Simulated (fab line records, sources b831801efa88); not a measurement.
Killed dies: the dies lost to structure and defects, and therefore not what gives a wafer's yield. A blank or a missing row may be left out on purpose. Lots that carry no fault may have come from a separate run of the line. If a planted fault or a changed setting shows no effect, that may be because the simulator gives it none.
The tool behind it: which one? ; flow gf180mcu ; Sampling: 7 lots, 21 wafers, 2 of 602 route steps

== WHAT THE GAUGES SHOWED, per wafer ==
GF_V5_THK_MEAS_01.
lot;measured;on;V5_CVD_00_THK (nm)
L619;day 26 20:17;filmMetro-02;303 295 291
L621;day 27 12:08;filmMetro-04;295 306 303
L626;day 29 00:35;filmMetro-02;297 296 295
L631;day 30 16:48;filmMetro-04;298 303 295
L635;day 31 18:08;filmMetro-03;300 307 301
L638;day 32 10:16;filmMetro-03;297 304 297
L641;day 33 06:02;filmMetro-02;297 294 295

== WHAT TOOL EACH LOT RAN ON (gives the tool, then ch and the chambers of the sampled wafers, and finally the start) ==
lot;GF_VT_IMPLANT_STRIP_31
L619;plasmaAsher-03 ch 0,1, day 7 03:56
L621;plasmaAsher-03 ch 0,1, day 7 15:17
L626;plasmaAsher-04 ch 0,1, day 8 23:47
L631;plasmaAsher-03 ch 0,1, day 10 12:38
L635;plasmaAsher-04 ch 0,1, day 11 12:08
L638;plasmaAsher-02 ch 0,1, day 12 10:56
L641;plasmaAsher-02 ch 0,1, day 13 07:05
- GF_VT_IMPLANT_STRIP_31: strips in O2/N2.

== THE ANSWER, worked out from the rows above alone ==
Rule: the usual values come from the lots themselves. The widest of any qualifying gaps counts: lots, ordered by their means at a reading, are off when they make up no more than a third of the lots, leave a main group of 4 or more, and stand apart from it by 3 or more times the standard deviation of that group's means. A main group is skipped when, at the precision printed for the reading in the tables above, its means are all equal. Also off: a lot with no number at a reading for which 4 or more lots have one. Where the step has rows for the other lots, those lots are counted as sound.
Across all readings shown, no lot is off: no conclusion can be drawn from this.

== WHAT WAS PUT IN BY THE SIMULATOR ==
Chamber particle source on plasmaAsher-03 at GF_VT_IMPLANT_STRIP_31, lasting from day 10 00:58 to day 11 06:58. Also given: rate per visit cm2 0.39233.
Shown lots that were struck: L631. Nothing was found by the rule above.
